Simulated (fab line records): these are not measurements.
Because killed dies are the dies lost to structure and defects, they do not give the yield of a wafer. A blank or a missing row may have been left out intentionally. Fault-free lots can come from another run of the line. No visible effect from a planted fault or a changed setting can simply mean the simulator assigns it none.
Struck lot and sound lot, side by side / flow sky130 / 43 out of 708 route steps
Sound: wafers L730.1, L730.2, L730.4. Struck: wafer L732.4 (left out: L732.2, L732.6 of the same lot, which were not struck); the cause appears at the end.
For every step that has rows: the tool of each side, followed by ch and its chambers, followed by its first start. Under that, the readings that differ: sound wafers / struck wafers / difference of the means / sigmas: that difference in standard deviations of wafers without a fault.
alike: same words and numbers on both sides, and readings whose means sit less than 2 such deviations apart. not compared: any withheld reading, any reading some wafer has no value for, any bound like >300 that may hide the same value, and any number with overlapping values for which the record gives no deviation.
Wherever a step has rows on one side only, a row that says differs or no value, or a row with sigmas, the two part there. Non-overlapping numbers with no deviation appear without sigmas and do not part them. Lack of a reading on every wafer of one side parts them only where that side has two or more wafers.

first, 1 step without rows for these wafers: SKY_METAL1_DEVELOP_14 (develop time 60 s).
SKY_METAL1_CD_MEAS_15 targets a cd of 140 nm.
  struck on cd sem-01, day 35 06:57; sound on cd sem-02, day 34 05:41
  alike: cd nm
SKY_METAL1_OVL_MEAS_16:
  struck on overlay-02, day 35 07:04; sound on overlay-01, day 34 05:48
reading=METAL1_OVL (nm); sound=-14 -11 -1; struck=4; difference=+13; sigmas=+2
SKY_METAL1_DESCUM_17: chemistry O2, time 8 s.
  sound on rie metal-02 ch 0,1, day 34 05:50; struck on rie metal-01 ch 0, day 35 07:05
  alike: drypump motor current A, oes product au
  not compared: rf hours counter h
then, 7 steps without rows for these wafers: SKY_METAL1_ETCH_18 (etches BARC in N2/H2, stops on SiO2, time 45.9 s, target depth 60 nm); SKY_METAL1_METAL_ETCH_19 (etches the open film in Cl2/BCl3, stops on SiO2, target depth 360 nm, time 78 s); SKY_METAL1_STRIP_20 (strips in O2/N2); SKY_METAL1_STRIP_21 (strips in post etch residue remover, time 1200 s); SKY_METAL1_CLEAN_22 (cleans in IPA, time 180 s); SKY_METAL1_CLEAN_23 (cleans in O3/DIW); SKY_VIA1_HDPCVD_00 (deposits SiO2, target thk 1030 nm, time 171.7 s).
SKY_VIA1_THK_MEAS_01:
  struck on film metro-01, day 35 07:59; sound on film metro-01, day 34 06:47
  alike: VIA1_HDPCVD_THK
SKY_VIA1_CMP_02: polishes SiO2.
  sound on cmp-02 ch 0,1,2, day 34 06:53; struck on cmp-01 ch 2, day 35 08:05
reading=motor current A (A); sound=11.3 11.1 10.6; struck=14.0; difference=+3.0; sigmas=+3
reading=model.SiO2_of_VIA1_HDPCVD_00.thk nm (nm); sound=346 343.8 345.1; struck=309.1; difference=-35.9; sigmas=
  alike: slurry filter dp kPa
SKY_VIA1_BOW_MEAS_03:
  struck on film metro-01, day 35 08:38; sound on film metro-03, day 34 07:08
  not compared: hold, VIA1_BOW
then, 7 steps without rows for these wafers: SKY_VIA1_HMDS_05 (prime time 60 s); SKY_VIA1_COAT_06 (resist thk 60 nm); SKY_VIA1_COAT_07 (resist thk 450 nm); SKY_VIA1_SOFTBAKE_08 (time 90 s); SKY_VIA1_EXPOSE_09 (exposes mask VIM, target cd 150 nm); SKY_VIA1_PEB_10; SKY_VIA1_DEVELOP_11 (develop time 60 s).
SKY_VIA1_CD_MEAS_12 targets a cd of 150 nm.
  struck on cd sem-01, day 36 10:59; sound on cd sem-02, day 35 10:35
  alike: cd nm
SKY_VIA1_OVL_MEAS_13:
  struck on overlay-01, day 36 11:05; sound on overlay-01, day 35 10:42
  alike: VIA1_OVL
SKY_VIA1_ETCH_14: etches BARC in N2/H2, stops on SiO2, time 45.9 s, target depth 60 nm.
  sound on rie diel-04 ch 1,2, day 35 10:44; struck on rie diel-04 ch 0, day 36 11:07
  alike: bias w, drypump motor current A, oes product au, throttle valve pct
  not compared: rf hours counter h
SKY_VIA1_ETCH_15: etches SiO2 in C4F8/O2/Ar, stops on TiN, target depth 351 nm, time 54 s.
  sound on rie diel-04 ch 1,2, day 35 10:47; struck on rie diel-04 ch 0, day 36 11:10
reading=oes product au (a.u.); sound=0.980 0.971 0.973; struck=0.926; difference=-0.049; sigmas=-8
reading=model.etch.depth nm (nm); sound=346 343.8 345.1; struck=309.1; difference=-35.9; sigmas=
reading=model.VIA1.feature depth nm (nm); sound=346 343.8 345.1; struck=309.1; difference=-35.9; sigmas=
  alike: bias w
  not compared: rf hours counter h
SKY_VIA1_STRIP_16: strips in O2/N2.
  sound on plasma asher-02 ch 0,1, day 35 10:50; struck on plasma asher-03 ch 0, day 36 11:12
reading=drypump motor current A (A); sound=5.8 6.0 6.0; struck=4.8; difference=-1.1; sigmas=-2
reading=strip time to endpoint s (s); sound=4.443 4.432 4.469; struck=4.531; difference=+0.083; sigmas=+3
  alike: oes product au
  not compared: rf hours counter h
then, 5 steps without rows for these wafers: SKY_VIA1_STRIP_17 (strips in post etch residue remover, time 1200 s); SKY_VIA1_CLEAN_18 (cleans in IPA, time 180 s); SKY_VIA1_CLEAN_19 (cleans in O3/DIW); SKY_VIA1_SPUTTER_20 (material TiN, target thk 20 nm, time 80 s); SKY_VIA1_CVD_21 (deposits W, target thk 270 nm, time 80.902 s).
SKY_VIA1_RS_MEAS_22: uses a four-point probe to measure.
  struck on film metro-03, day 36 11:59; sound on film metro-02, day 35 11:34
  alike: VIA1_W_RS
SKY_VIA1_THK_MEAS_23: measures by xrf.
  struck on film metro-03, day 36 12:05; sound on film metro-02, day 35 11:41
  alike: VIA1_W_THK
then, 1 step without rows for these wafers: SKY_VIA1_CMP_24 (polishes, stops on SiO2, t overpolish 15 s, target thk 0 nm).
SKY_METAL2_SPUTTER_00: material Ti, target thk 15 nm, time 10 s.
  struck on pvd sputter-01, day 36 12:26; sound on pvd sputter-03, day 35 12:04
  alike: cathode dc power W, throttle valve pct
then, 1 step without rows for these wafers: SKY_METAL2_SPUTTER_01 (material TiN, target thk 20 nm, time 16.7 s).
SKY_METAL2_SPUTTER_02: material AlCu, target thk 250 nm, time 13.3 s.
  struck on pvd sputter-01, day 36 12:29; sound on pvd sputter-03, day 35 12:07
  alike: cathode dc power W, throttle valve pct
then, 2 steps without rows for these wafers: SKY_METAL2_SPUTTER_03 (material Ti, target thk 5 nm, time 3.3 s); SKY_METAL2_SPUTTER_04 (material TiN, target thk 70 nm, time 58.3 s).
SKY_METAL2_RS_MEAS_05: uses a four-point probe to measure.
  struck on film metro-01, day 36 12:35; sound on film metro-01, day 35 12:12
  alike: METAL2_ALCU_RS
SKY_METAL2_THK_MEAS_06: measures by xrf.
  struck on film metro-01, day 36 12:42; sound on film metro-01, day 35 12:19
  alike: METAL2_ALCU_THK
SKY_METAL2_METAL_ETCH_19: etches the open film in Cl2/BCl3, stops on SiO2, target depth 360 nm, time 78 s.
  sound on rie metal-03 ch 0,1, day 36 14:32; struck on rie metal-01 ch 1, day 37 14:28
reading=model.SiO2_of_VIA1_HDPCVD_00.thk nm (nm); sound=331.5 329.8 330.7; struck=294.8; difference=-35.9; sigmas=
  alike: bias w, drypump motor current A, oes product au, throttle valve pct
  not compared: rf hours counter h
-- the record jumps here: 10 days lie between the struck wafers' starts before and after (it left off in module METAL2 and takes up again in module PAD_OPEN, whose first step shown is number 708 of the route) --
SKY_PAD_OPEN_PROBE_99:
  struck on prober-02, day 47 18:39; sound on prober-02, day 46 22:21
reading=killed_at_M0_to_M3; sound=52 41 34; struck=58; difference=+16; sigmas=+2
reading=killed at contacts; sound=22 29 19; struck=13; difference=-10; sigmas=-2
  alike: defect limited yield, killed_at_M4_up, killed at front end, killed at other, killed dies, killed open, killed short, sort_bin_3_pad_short, sort_bin_5_function, sort_bin_6_memory, sort n pass, sort yield pct

## WHERE THEY PART
Last at SKY_PAD_OPEN_PROBE_99 as far as this record goes, first at SKY_METAL1_OVL_MEAS_16.

WHY: whatever the simulator had introduced
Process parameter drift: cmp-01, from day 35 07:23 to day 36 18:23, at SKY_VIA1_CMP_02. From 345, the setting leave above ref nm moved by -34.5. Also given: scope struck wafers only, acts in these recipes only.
